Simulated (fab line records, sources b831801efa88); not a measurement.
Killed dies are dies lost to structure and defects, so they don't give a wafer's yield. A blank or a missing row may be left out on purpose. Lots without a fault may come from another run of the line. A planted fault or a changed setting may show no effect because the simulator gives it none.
Which tool did it? | flow gf180mcu | 6 lots, 18 wafers sampled, at 1 step of a route of 602

WHAT THE GAUGES READ, wafer by wafer
GF_STI_THK_MEAS_30.
lot  | measured    | on            | STI_OXIDATION_02_THK (nm)
L906 | day 3 04:07 | film_metro-03 | 10.21 10.09 10.19
L909 | day 3 20:43 | film_metro-02 | 10.02 10.02 10.21
L912 | day 4 11:39 | film_metro-04 | 10.03 10.17 10.33
L918 | day 5 13:00 | film_metro-04 | 10.05 10.11 10.06
L920 | day 5 22:32 | film_metro-03 | 10.18 10.23 10.25
L926 | day 7 05:40 | film_metro-02 | 10.11 10.06 10.09

WHICH TOOL RAN EACH LOT (tool, then ch and the chambers of the sampled wafers, then the start)
The record holds no process step before these readings.

THE ANSWER, worked out from the rows above alone
Rule: what is usual is taken from the lots themselves. Put in order of their means at a reading, lots are off if they are a third of the lots or fewer, leave a main group of 4 or more, and stand apart from it by a gap of 3 or more times the standard deviation of the main group's means; of several such gaps the widest counts. A main group whose means are all the same, to the digits that the tables above print for the reading, isn't used. A lot without any number at a reading at which 4 lots or more have one is off too. The other lots that the step has rows for count as sound.
No lot is off at any reading shown: from this, nothing can be told.

WHAT THE SIMULATOR HAD PUT IN
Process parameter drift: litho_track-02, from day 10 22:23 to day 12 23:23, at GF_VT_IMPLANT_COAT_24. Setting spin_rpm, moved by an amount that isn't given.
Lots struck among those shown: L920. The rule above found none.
